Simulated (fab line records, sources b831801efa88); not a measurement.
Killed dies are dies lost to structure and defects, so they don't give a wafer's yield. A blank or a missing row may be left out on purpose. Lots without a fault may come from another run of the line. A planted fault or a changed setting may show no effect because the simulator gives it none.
fab line records | flow sky130
record lots=13 wafers=39 last_day=50
route steps=708 shown FIELD_ISO@16 NWELL@81 VT_ADJUST_HVTP@95 VT_ADJUST_LVTN@106
lots that met no fault: from a run of the same line without faults
start_h: hours from the record's first day to the start of the lot's first wafer shown | wait_h: hours since the lot's step before | " the same as in the row above | L1.1+2: a row that stands for several wafers | - no value, or no start given | * or withheld: withheld | < > ~ a bound
route shown NAME@n: a module of which the file shows steps, and the number in the route of the first | usual: mean/standard deviation of fault-free wafers | same: alike in all rows | chamber/n: place in a boat | sites: the reading at each site | _std_site: their standard deviation | _edge_site: outer sites' mean less inner sites' | radius_mm: how far each site lies from the wafer's centre | mask NAME#n: copy n | behind: the tool/chamber that last shaped the wafer | hold: why the lot was held/for how many hours/how that ended | device: the transistor (n, p or np) that didn't switch | end of line: the same wafers' tests at the end of the route | a step without rows: its recipe alone | killed: dies lost to structure and defects at the first sort, not the wafer's yield | map: a wafer's dies, x killed, . not, _ none there
set.NAME: the setting as run; set.NAME@STEP: as run at that earlier step | model.NAME: the simulator's own value behind a step, which no gauge read
steps of the route over a sample of lots; a table a step, a row a wafer
services: from which hour (start_h, from the record's first day; less than 0 if before it) a tool's chamber was out of use, for how many hours, and why
## steps
# step SKY_FIELD_ISO_ETCH_15
# recipe chemistry=CHF3/O2 target_depth_nm=180 stop_on=Si source_w=600 bias_w=200 pressure_mtorr=40 chf3_flow_sccm=50 O2_flow_sccm=5 time_s=72
# usual O2_flow_sccm=5.001/0.015 chf3_flow_sccm=50.02/0.16 drypump_motor_current_A=5.7/0.62 oes_product_au=0.944/0.0061 rf_fwd_power_W=595.4/2.3 throttle_valve_pct=8.843/0.0086
# columns lot.wafer tool chamber start_h wait_h O2_flow_sccm chf3_flow_sccm drypump_motor_current_A oes_product_au rf_fwd_power_W rf_hours_counter_h throttle_valve_pct
L923.1 rie_diel-01 0 29.00 0.0 5.010 49.94 5.5 0.939 597.2 84 8.832
L923.2 " 2 " " 4.997 50.11 6.7 0.940 596.2 87 8.840
L923.3 " 3 " " 5.032 50.06 5.3 0.931 596.3 51 8.855
L925.1 rie_diel-01 0 42.65 0.0 4.993 49.88 5.6 0.944 595.9 85 8.852
L925.3 " 1 " " 5.011 50.12 4.8 0.945 600.0 52 8.837
L925.6 " 2 " " 4.992 50.30 6.7 0.948 596.8 - 8.836
L928.1 rie_diel-04 2 55.55 0.0 4.975 49.94 5.5 0.939 589.9 10 8.838
L928.3 " 3 " " 4.993 50.48 6.2 0.940 596.6 6 8.833
L928.6 " 3 " " 5.008 50.34 6.2 0.944 594.6 - 8.847
L927.2 rie_diel-02 1 56.08 0.0 5.017 50.11 5.9 0.947 597.7 117 8.844
L927.3 " 2 " " 4.992 50.16 5.0 0.935 593.7 5 8.834
L927.4 " 0 " " 4.996 50.13 6.5 0.939 593.6 133 8.831
L930.2 rie_diel-04 2 65.33 0.0 4.986 50.31 5.5 0.951 594.1 10 8.855
L930.3 " 0 " " 4.998 49.98 5.2 0.947 591.0 17 8.843
L930.4 " 1 " " 5.016 49.74 6.0 0.948 590.5 0 8.856
L938.2 rie_diel-01 1 105.33 0.0 5.000 49.85 4.8 0.953 598.2 53 8.847
L938.4 " 3 " " 5.005 50.03 5.3 0.943 595.7 53 8.848
L938.6 " 0 " " 4.994 50.07 5.5 0.938 598.5 - 8.844
L939.1 rie_diel-01 1 118.48 0.0 4.984 50.29 4.8 0.948 597.3 54 8.831
L939.2 " 3 " " 5.014 50.20 5.2 0.950 595.0 54 8.825
L939.5 " 1 " " 4.976 49.97 4.8 0.946 597.1 - 8.850
L940.1 rie_diel-02 2 118.83 0.0 4.995 49.83 5.0 0.946 596.5 6 8.841
L940.5 " 0 " " 4.971 50.15 6.6 0.942 597.0 - 8.836
L940.6 " 3 " " 5.026 49.86 5.7 0.940 594.1 - 8.848
L941.1 rie_diel-04 0 128.90 0.0 4.997 49.90 5.2 0.947 593.0 18 8.860
L941.3 " 1 " " 4.994 50.04 6.0 0.949 590.6 1 8.838
L941.5 " 0 " " 5.032 49.87 5.2 0.940 597.2 - 8.844
L942.1 rie_diel-01 2 129.40 0.0 4.990 50.01 6.7 0.943 590.2 89 8.840
L942.3 " 3 " " 5.005 50.04 5.2 0.931 597.4 54 8.851
L942.6 " 1 " " 4.994 50.06 4.8 0.943 596.0 - 8.850
L943.4 rie_diel-01 2 136.08 0.0 5.021 49.96 6.7 0.957 596.7 89 8.850
L943.5 " 3 " " 4.997 49.81 5.2 0.955 592.1 - 8.841
L943.6 " 0 " " 5.008 50.40 5.5 0.950 596.0 - 8.865
L945.2 rie_diel-04 3 142.85 0.0 5.007 49.93 6.3 0.946 598.3 7 8.843
L945.3 " 0 " " 5.004 49.77 5.2 0.935 593.2 18 8.845
L945.5 " 3 " " 4.971 50.16 6.3 0.934 595.4 - 8.831
L946.1 rie_diel-02 2 148.25 0.0 5.006 49.93 5.0 0.926 595.6 7 8.849
L946.4 " 3 " " 4.994 50.00 5.7 0.935 595.5 36 8.843
L946.5 " 1 " " 4.989 49.89 5.9 0.947 599.8 - 8.834
# step SKY_FIELD_ISO_CMP_27
# recipe stop_on=Si3N4 t_overpolish_s=16 down_force_psi=4 platen_rpm=60 target_thk_nm=457.8 pad_velocity_m_s=0.94248
# usual head_pressure_psi=4.001/0.0089 motor_current_A=11.9/1.1 overpolish_run_s=16.000/0.0099 slurry_filter_dp_kPa=13.50/0.15 time_to_endpoint_s=113/3.4
# columns lot.wafer tool chamber start_h wait_h head_pressure_psi motor_current_A overpolish_run_s slurry_filter_dp_kPa time_to_endpoint_s
L923.2 cmp-02 2 42.42 0.1 3.999 12.5 16.017 13.65 114
L923.1 " 3 " " 4.007 10.9 15.998 13.51 117
L923.3 " 0 " " 3.996 12.7 16.001 13.51 122
L925.1 cmp-01 3 53.54 0.1 4.015 11.6 15.994 13.72 116
L925.3 " 0 " " 4.018 13.0 15.995 13.30 114
L925.6 " 2 " " 4.000 9.1 16.014 13.35 110
L927.4 cmp-02 2 68.97 0.0 4.003 12.6 16.005 13.83 109
L927.3 " 0 " " 4.014 11.8 15.995 13.47 115
L927.2 " 1 " " 3.997 12.6 16.001 13.72 115
L928.1 cmp-01 2 69.02 0.1 4.004 8.4 15.989 13.57 111
L928.3 " 3 " " 3.989 11.6 16.005 13.56 117
L928.6 " 2 " " 3.992 8.9 15.989 13.26 116
L930.4 cmp-01 3 77.30 0.0 3.992 12.5 16.005 13.56 115
L930.2 " 0 " " 4.005 12.4 16.001 13.61 112
L930.3 " 2 " " 4.002 9.3 15.995 13.66 114
L938.4 cmp-01 1 115.92 0.1 3.989 13.4 16.016 13.61 109
L938.2 " 3 " " 3.994 11.9 15.992 13.54 115
L938.6 " 0 " " 3.981 13.0 16.006 13.58 115
L939.2 cmp-02 3 122.38 0.0 3.993 11.8 15.996 13.63 110
L939.1 " 0 " " 3.991 12.7 16.005 13.58 111
L939.5 " 0 " " 4.000 12.4 15.990 13.61 114
L940.1 cmp-02 2 123.17 0.0 4.004 12.9 15.990 13.58 107
L940.6 " 2 " " 4.000 12.4 16.011 13.56 114
L940.5 " 3 " " 4.004 11.5 16.006 13.74 110
L941.3 cmp-01 2 132.74 0.1 4.014 8.7 15.988 13.56 114
L941.1 " 3 " " 4.007 11.8 16.008 13.40 114
L941.5 " 2 " " 3.983 8.9 15.999 13.44 109
L942.1 cmp-02 1 133.96 0.1 3.983 12.5 16.010 13.63 113
L942.3 " 3 " " 3.981 11.5 16.017 13.34 111
L942.6 " 0 " " 3.998 12.7 16.008 13.85 118
L943.4 cmp-02 2 140.80 0.1 3.992 12.7 15.994 13.39 115
L943.5 " 3 " " 4.002 11.5 15.985 13.67 115
L943.6 " 0 " " 4.004 12.4 16.000 13.38 120
L945.3 cmp-01 0 146.54 0.0 3.990 12.7 15.990 13.50 111
L945.2 " 3 " " 3.994 12.1 15.982 13.26 114
L945.5 " 1 " " 4.005 13.1 16.004 13.47 108
L946.4 cmp-02 2 154.86 0.0 3.990 11.7 15.999 13.43 114
L946.1 " 1 " " 3.998 11.3 16.020 13.66 112
L946.5 " 3 " " 4.010 11.6 16.021 13.45 116
# step SKY_NWELL_RTA_28
# recipe temp_c=1050 time_s=30 idle_temp_c=650 ramp_up_c_per_s=150 ramp_down_c_per_s=90 ambient=N2
# usual lamp_power_pct=25.31/0.052 wafer_temp_C_max=1054.8/1
# columns lot.wafer tool chamber start_h wait_h lamp_power_pct wafer_temp_C_max
L923.1 rtp_anneal-01 0 113.96 0.0 25.28 1054.1
L923.2 " 0 " " 25.27 1056.2
L923.3 " 0 " " 25.21 1055.2
L925.1 rtp_anneal-02 0 128.44 0.0 25.32 1056.5
L925.3 " 0 " " 25.31 1055.0
L925.6 " 0 " " 25.33 1054.9
L928.1 rtp_anneal-01 0 141.78 0.0 25.27 1054.6
L928.3 " 0 " " 25.26 1052.8
L928.6 " 0 " " 25.34 1053.6
L927.2 rtp_anneal-01 0 142.28 0.0 25.31 1053.9
L927.3 " 0 " " 25.30 1053.9
L927.4 " 0 " " 25.23 1053.5
L930.2 rtp_anneal-01 0 155.56 0.0 25.27 1055.2
L930.3 " 0 " " 25.36 1054.0
L930.4 " 0 " " 25.28 1054.0
L938.2 rtp_anneal-02 0 199.45 0.0 25.28 1054.9
L938.4 " 0 " " 25.30 1054.7
L938.6 " 0 " " 25.24 1055.6
L939.1 rtp_anneal-01 0 205.01 0.0 25.31 1053.3
L939.2 " 0 " " 25.35 1056.3
L939.5 " 0 " " 25.31 1054.8
L940.1 rtp_anneal-02 0 207.43 0.0 25.32 1054.4
L940.5 " 0 " " 25.30 1056.5
L940.6 " 0 " " 25.27 1055.8
L941.1 rtp_anneal-01 0 217.44 0.0 25.23 1053.7
L941.3 " 0 " " 25.30 1055.0
L941.5 " 0 " " 25.39 1054.5
L942.1 rtp_anneal-02 0 218.61 0.0 25.35 1055.9
L942.3 " 0 " " 25.41 1053.7
L942.6 " 0 " " 25.29 1056.1
L943.4 rtp_anneal-02 0 227.74 0.1 25.29 1054.4
L943.5 " 0 " " 25.36 1054.3
L943.6 " 0 " " 25.25 1054.5
L945.2 rtp_anneal-02 0 234.03 0.0 25.31 1054.9
L945.3 " 0 " " 25.30 1054.1
L945.5 " 0 " " 25.30 1053.8
L946.1 rtp_anneal-01 0 247.58 0.0 25.42 1053.7
L946.4 " 0 " " 25.15 1057.1
L946.5 " 0 " " 25.30 1053.5
# step SKY_VT_ADJUST_HVTP_STRIP_10
# recipe chemistry=O2/N2 power_w=1400 pressure_mtorr=1500 platen_temp_c=withheld o2_flow_sccm=3000 n2_flow_sccm=300 overash_fraction=0.5
# usual drypump_motor_current_A=5.6/0.37 oes_product_au=0.716/0.0045 strip_time_to_endpoint_s=14.19/0.032
# columns lot.wafer tool chamber start_h wait_h drypump_motor_current_A oes_product_au rf_hours_counter_h strip_time_to_endpoint_s
L923.1 plasma_asher-01 1 132.89 0.1 5.3 0.717 1 14.19
L923.2 " 0 " " 5.4 0.719 1 14.20
L923.3 " 1 " " 5.3 0.718 - 14.22
L925.1 plasma_asher-01 0 148.69 0.1 5.4 0.712 3 14.17
L925.3 " 1 " " 5.3 0.716 - 14.17
L925.6 " 0 " " 5.3 0.710 - 14.20
L928.1 plasma_asher-04 0 161.42 0.1 5.4 0.916 34 -
L928.3 " 0 " " 5.4 0.923 - -
L928.6 " 1 " " 5.8 0.930 - -
L927.2 plasma_asher-01 0 162.24 0.1 5.4 0.718 4 14.23
L927.3 " 1 " " 5.3 0.722 - 14.14
L927.4 " 0 " " 5.4 0.712 - 14.16
L930.2 plasma_asher-02 1 175.34 0.1 5.4 0.724 49 14.13
L930.3 " 1 " " 5.4 0.712 - 14.18
L930.4 " 0 " " 6.3 0.722 - 14.14
L938.2 plasma_asher-01 1 222.04 0.1 5.3 0.709 10 14.19
L938.4 " 1 " " 5.3 0.716 - 14.18
L938.6 " 1 " " 5.3 0.721 - 14.21
L939.1 plasma_asher-02 1 227.89 0.1 5.4 0.720 53 14.17
L939.2 " 0 " " 6.4 0.711 53 14.13
L939.5 " 1 " " 5.4 0.717 - 14.18
L940.1 plasma_asher-01 0 230.52 0.1 5.4 0.716 11 14.19
L940.5 " 1 " " 5.3 0.720 - 14.18
L940.6 " 0 " " 5.4 0.712 - 14.18
L941.1 plasma_asher-04 0 241.69 0.1 5.4 0.712 43 14.16
L941.3 " 0 " " 5.4 0.719 - 14.19
L941.5 " 0 " " 5.4 0.717 - 14.19
L942.1 plasma_asher-01 0 242.94 0.1 5.4 0.716 13 14.14
L942.3 " 1 " " 5.3 0.715 - 14.18
L942.6 " 0 " " 5.4 0.714 - 14.15
L943.4 plasma_asher-04 1 252.17 0.1 5.8 0.718 - 14.23
L943.5 " 1 " " 5.8 0.717 - 14.21
L943.6 " 0 " " 5.4 0.718 - 14.19
L945.2 plasma_asher-02 0 258.22 0.1 6.4 0.703 56 14.18
L945.3 " 1 " " 5.4 0.717 - 14.19
L945.5 " 0 " " 6.3 0.715 - 14.16
L946.1 plasma_asher-04 0 272.09 0.1 5.4 0.724 46 14.13
L946.4 " 1 " " 5.8 0.709 - 14.20
L946.5 " 0 " " 5.4 0.715 - 14.16
# step SKY_VT_ADJUST_LVTN_STRIP_09
# recipe chemistry=O2/N2 power_w=1400 pressure_mtorr=1500 platen_temp_c=withheld o2_flow_sccm=3000 n2_flow_sccm=300 overash_fraction=0.5
# usual drypump_motor_current_A=5.5/0.36 oes_product_au=0.723/0.0048 strip_time_to_endpoint_s=36.91/0.1
# columns lot.wafer tool chamber start_h wait_h drypump_motor_current_A oes_product_au rf_hours_counter_h strip_time_to_endpoint_s
L923.1 plasma_asher-03 0 152.17 0.1 5.3 0.719 46 36.95
L923.2 " 1 " " 5.4 0.718 46 37.03
L923.3 " 0 " " 5.3 0.722 - 37.01
L925.1 plasma_asher-01 1 168.37 0.1 5.3 0.724 5 36.82
L925.3 " 1 " " 5.3 0.722 - 36.87
L925.6 " 1 " " 5.3 0.727 - 36.81
L928.1 plasma_asher-01 0 181.82 0.1 5.4 0.726 6 45.31
L928.3 " 0 " " 5.4 0.725 - 45.24
L928.6 " 0 " " 5.4 0.728 - 45.33
L927.2 plasma_asher-02 1 182.45 0.1 5.4 0.724 49 36.79
L927.3 " 0 " " 6.4 0.724 - 36.81
L927.4 " 1 " " 5.4 0.717 - 36.79
L930.2 plasma_asher-03 1 196.82 0.1 5.4 0.727 51 36.86
L930.3 " 1 " " 5.4 0.723 - 36.84
L930.4 " 0 " " 5.3 0.724 - 36.84
L938.2 plasma_asher-01 0 245.15 0.1 5.4 0.722 13 36.79
L938.4 " 0 " " 5.4 0.718 - 36.88
L938.6 " 0 " " 5.4 0.725 - 36.81
L939.1 plasma_asher-01 0 252.05 0.1 5.4 0.722 14 36.85
L939.2 " 1 " " 5.4 0.721 14 36.91
L939.5 " 1 " " 5.3 0.716 - 36.89
L940.1 plasma_asher-03 1 254.35 0.1 5.4 0.724 56 36.85
L940.5 " 1 " " 5.4 0.725 - 36.85
L940.6 " 0 " " 5.3 0.719 - 36.90
L941.1 plasma_asher-02 0 265.47 0.1 6.4 0.723 57 36.81
L941.3 " 1 " " 5.4 0.731 - 37.00
L941.5 " 0 " " 6.4 0.720 - 37.00
L942.1 plasma_asher-01 1 266.80 0.1 5.3 0.721 15 36.89
L942.3 " 1 " " 5.3 0.714 - 36.93
L942.6 " 0 " " 5.4 0.721 - 36.99
L943.4 plasma_asher-01 1 276.83 0.1 5.3 0.721 - 36.99
L943.5 " 0 " " 5.4 0.732 - 36.99
L943.6 " 1 " " 5.3 0.724 - 37.00
L945.2 plasma_asher-03 1 282.90 0.1 5.4 0.718 58 36.80
L945.3 " 1 " " 5.4 0.717 - 36.73
L945.5 " 0 " " 5.3 0.724 - 36.83
L946.1 plasma_asher-03 1 296.95 0.1 5.4 0.722 59 36.75
L946.4 " 0 " " 5.3 0.723 - 36.81
L946.5 " 1 " " 5.4 0.730 - 36.81
# step SKY_VT_ADJUST_LVTN_TW_MEAS_10
# usual VT_ADJUST_LVTN_TW=237.2/1.2
# columns lot.wafer tool chamber start_h wait_h VT_ADJUST_LVTN_TW
L923.1 film_metro-01 - 152.27 0.1 237.9
L923.2 " - " " 236.8
L923.3 " - " " 236.0
L925.1 film_metro-01 - 168.47 0.1 236.3
L925.3 " - " " 237.9
L925.6 " - " " 236.4
L928.1 film_metro-03 - 181.92 0.1 29.6
L928.3 " - " " 29.6
L928.6 " - " " 29.8
L927.2 film_metro-03 - 182.56 0.1 239.3
L927.3 " - " " 237.0
L927.4 " - " " 238.7
L930.2 film_metro-02 - 196.93 0.1 236.6
L930.3 " - " " 235.2
L930.4 " - " " 235.7
L938.2 film_metro-03 - 245.26 0.1 237.6
L938.4 " - " " 238.5
L938.6 " - " " 238.2
L939.1 film_metro-02 - 252.15 0.1 235.6
L939.2 " - " " 236.1
L939.5 " - " " 236.8
L940.1 film_metro-02 - 254.45 0.1 235.2
L940.5 " - " " 236.0
L940.6 " - " " 234.7
L941.1 film_metro-02 - 265.57 0.1 238.1
L941.3 " - " " 238.5
L941.5 " - " " 236.7
L942.1 film_metro-01 - 266.90 0.1 236.6
L942.3 " - " " 236.4
L942.6 " - " " 236.6
L943.4 film_metro-02 - 276.93 0.1 236.6
L943.5 " - " " 236.5
L943.6 " - " " 237.3
L945.2 film_metro-02 - 283.01 0.1 236.1
L945.3 " - " " 237.4
L945.5 " - " " 237.7
L946.1 film_metro-02 - 297.05 0.1 235.9
L946.4 " - " " 235.9
L946.5 " - " " 236.0
## services
# columns tool chamber start_h hours kind
cmp-02 - 26.51 0.6 repair
cmp-01 - 28.81 0.6 repair
rie_diel-04 1 53.22 5.8 repair
cmp-02 - 64.00 4.0 pm
plasma_asher-03 - 70.77 11.0 repair
cmp-02 - 73.62 1.0 repair
cmp-01 - 94.22 0.5 repair
plasma_asher-03 - 94.69 1.6 repair
plasma_asher-01 - 108.75 9.0 pm
rtp_anneal-01 - 136.26 5.4 pm
rtp_anneal-02 - 141.61 1.1 pm
plasma_asher-03 - 144.42 2.1 repair
plasma_asher-01 - 186.65 1.4 repair
cmp-02 - 193.86 1.0 repair
plasma_asher-02 - 195.14 12.6 repair
plasma_asher-03 - 217.27 15.6 pm
cmp-02 - 227.70 12.0 pm
rie_diel-01 1 228.91 4.7 repair
cmp-01 - 232.00 4.0 pm
cmp-01 - 249.71 1.7 repair
rie_diel-01 - 277.18 15.6 pm
cmp-01 - 278.60 7.3 pm
cmp-01 - 287.03 1.8 repair
cmp-01 - 289.46 11.9 repair
## key
first_sign step=SKY_VT_ADJUST_HVTP_STRIP_10 reading=oes_product_au direction=up sigmas=46 usual=0.716 struck=0.923
effect step=SKY_VT_ADJUST_LVTN_STRIP_09 reading=strip_time_to_endpoint_s direction=up sigmas=81 usual=* struck=*
effect step=SKY_VT_ADJUST_LVTN_TW_MEAS_10 reading=VT_ADJUST_LVTN_TW direction=down sigmas=99+ usual=237.2 struck=29.7
met_at SKY_VT_ADJUST_HVTP_STRIP_10
struck_lots L928
sort_left_out L928.1,L928.3,L928.6
tester_left_out L928
not_acting_at SKY_FIELD_ISO_ETCH_15,SKY_FIELD_ISO_CMP_27,SKY_NWELL_RTA_28
fault kind=strip_aborted tool=plasma_asher-04 chamber=- onset_h=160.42 steps=SKY_VT_ADJUST_HVTP_STRIP_10 offset=0.73972 end_h=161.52
# tester_left_out: of these lots the tester's yield and bins aren't shown, on N5 and GAA mostly nor the transistor test; their killed dies are dies lost to structure and defects alone, not to doping, threshold or leakage, so they don't give the yield
# sort_left_out: the simulated sort isn't trusted on such a fault, so these wafers' sort isn't shown, and their yield isn't known
